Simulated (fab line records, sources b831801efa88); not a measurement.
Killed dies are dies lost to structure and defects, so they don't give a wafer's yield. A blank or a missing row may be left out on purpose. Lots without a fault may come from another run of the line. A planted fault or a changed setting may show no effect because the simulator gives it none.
Chamber matching | flow gf180mcu | GF_V5_CVD_02 on pecvd-04: 3 sister chambers
The step deposits SiO2 from TEOS, target thk 1450 nm, time 163.28 s. 6 wafers are shown with their chamber, then 8 later ones without.

WAFERS WITH THEIR CHAMBER
wafer  | chamber | heater_power_w (W) | rf_fwd_power_W (W)
L082.1 | 0       | 801                | 599.2
L082.2 | 2       | 568                | 595.6
L084.1 | 0       | 669                | 595.1
L084.2 | 2       | 635                | 597.4
L084.3 | 1       | 783                | 599.7
L089.1 | 1       | 750                | 596.1

WAFERS WITHOUT THEIR CHAMBER
wafer  | heater_power_w (W) | rf_fwd_power_W (W)
L089.2 | 732                | 594.9
L089.3 | 646                | 597.2
L093.2 | 626                | 598.9
L093.4 | 525                | 599.8
L093.5 | 805                | 597.9
L092.2 | 578                | 601.1
L092.4 | 640                | 599.7
L092.6 | 608                | 598.8

WHICH CHAMBER EACH WENT THROUGH
wafer  | from the rows above          | in truth
L089.2 | can't be placed: 0 or 1 or 2 | 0
L089.3 | can't be placed: 2 or 0 or 1 | 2
L093.2 | can't be placed: 2 or 0 or 1 | 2
L093.4 | can't be placed: 2 or 0      | 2
L093.5 | can't be placed: 1 or 0      | 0
L092.2 | can't be placed: 2 or 0 or 1 | 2
L092.4 | can't be placed: 2 or 0 or 1 | 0
L092.6 | can't be placed: 2 or 0 or 1 | 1
Placed correctly: 0 of 8. Can't be placed from these rows: 8 (the true chamber is among the candidates in 8). Placed wrongly: 0.
How it was worked out, from the rows above alone: a wafer's distance from a chamber is the root of the sum, over the readings, of the square of ((its reading less the chamber's mean) divided by the reading's scatter). The wafer belongs to the nearest chamber; if the next one is less than 2 further off, it can't be placed. A chamber's mean is the mean of its shown wafers. The scatter: the root of (the sum of the squares of (reading less its chamber's mean) over the shown wafers, divided by (wafers less chambers)).
